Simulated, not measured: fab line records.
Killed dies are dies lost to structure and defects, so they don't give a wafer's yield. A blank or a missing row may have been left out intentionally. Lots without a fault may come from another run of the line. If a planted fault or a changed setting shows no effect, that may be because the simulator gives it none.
Problem report, 8D (eight disciplines) form, completed by code || flow sfqLine || the parts of the form that need people (team, actions taken, sign-off) are left out

## 1. WHAT IS WRONG
Wafers free of any fault read 0.889 ohm/sq (standard deviation 0.0087) for M0_NB_RS at SFQ_M0_RS_MEAS_904, against a mean of 0.639 ohm/sq on 2 wafers of 2 lots. Relative to the usual mean, that is a shift of -29 standard deviations.
The step: measures by four-point-probe.
Seen first at day 12 16:34 on filmMetro-04, wafer L996.2. Wafers with a number at this step in the record: 42, from 14 lots. Rule for "out", or "out of limits": more than 4 standard deviations from the usual mean. All remaining wafers that have a number are taken as sound.

## 2. WHAT IT IS, AND WHAT IT ISN'T
{"question": "which readings at this step", "is": "M0_NB_RS", "is not": "-"}
{"question": "which lots", "is": "L996, L997", "is not": "L103, L104, L981, L982, L984, L985, L986, L987, L990, L991, L994, L995"}
{"question": "which wafers of those lots", "is": "L996.2, L997.5", "is not": "L996.4, L996.6, L997.4, L997.6"}
{"question": "read on which gauges", "is": "filmMetro-04", "is not": "filmMetro-01, filmMetro-02"}
{"question": "when", "is": "from day 12 16:34", "is not": "up to then (32 sound wafers); but 8 sound wafers of L103, L104, L997 came after"}

## 3. THE SUSPECTS, EACH WITH WHAT RULES IT OUT
Counting: if a tool at a process step up to the reading ran every lot that is out, it stays a suspect. Sound lots after the first of them don't rule it out here, since some wafers of a struck lot are sound.
- the gauge at SFQ_M0_RS_MEAS_904: ruled out. All the wafers that are out were read on filmMetro-04, but those of them that SFQ_TRILAYER_M0_ETCH_METAL_ETCH_024 has rows for are out there too, on other tools.
- pvdSputter-06 at SFQ_TRILAYER_M0_DEP_SPUTTER_019 (material Nb, target thk 200 nm, time 133.3 s): kept. Ran every lot that is out, first one L996 (day 12 16:27); last sound lot up to then L995 (day 12 10:32).
Remaining after the count: pvdSputter-06 at SFQ_TRILAYER_M0_DEP_SPUTTER_019.

## 4. THE CAUSE (what the simulator had put in)
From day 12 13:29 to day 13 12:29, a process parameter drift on pvdSputter-06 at SFQ_TRILAYER_M0_DEP_SPUTTER_019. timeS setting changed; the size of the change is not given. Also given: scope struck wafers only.
The count eliminated every tool but this one.

## 5. SEQUENCE OF EFFECTS, ordered by route
One row per reading whose mean, taken over the struck wafers that have a number, lies over 3 standard deviations from the usual. Readings are gone through only where the record gives a usual standard deviation; hours: the median, over the lots, of the time from a lot's start at the first step in this table giving one to that lot's start at this step; sigmas: the change measured in usual standard deviations.
{"hours": 0, "step": "SFQ_M0_RS_MEAS_904", "reading": "M0_NB_RS", "usual": "0.889 ohm/sq", "on struck wafers": 0.639, "change": -0.250, "sigmas": -29}
{"hours": 114, "step": "SFQ_TRILAYER_M0_ETCH_METAL_ETCH_024", "reading": "oesProductAu", "usual": "0.894 a.u.", "on struck wafers": 1.002, "change": "+0.108", "sigmas": "+16"}
It contains these process steps:
- SFQ_TRILAYER_M0_ETCH_METAL_ETCH_024: etches Nb in Cl2/Ar, stops on SiO2, target depth 240 nm, time 120 s.
Later measuring or inspecting steps at which every struck wafer that the step has a row for has a number for every such reading, and none has moved that far: SFQ_R5_THK_MEAS_934.

## 6. WHAT WOULD HAVE CAUGHT IT SOONER
Counted from the fault's start at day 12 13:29, it took 3 hours until the first out-of-limits reading at a measuring or inspecting step in this record, taken at day 12 16:34.
An alarm limit of 4 standard deviations would not have fired on the tool readings at SFQ_TRILAYER_M0_DEP_SPUTTER_019 for which the record gives a usual standard deviation, since none of them was out on any struck wafer.
Lots out: 2; of these, L997 started SFQ_TRILAYER_M0_DEP_SPUTTER_019 on pvdSputter-06 after day 12 16:34. Putting the tool on hold at that point would have spared it.
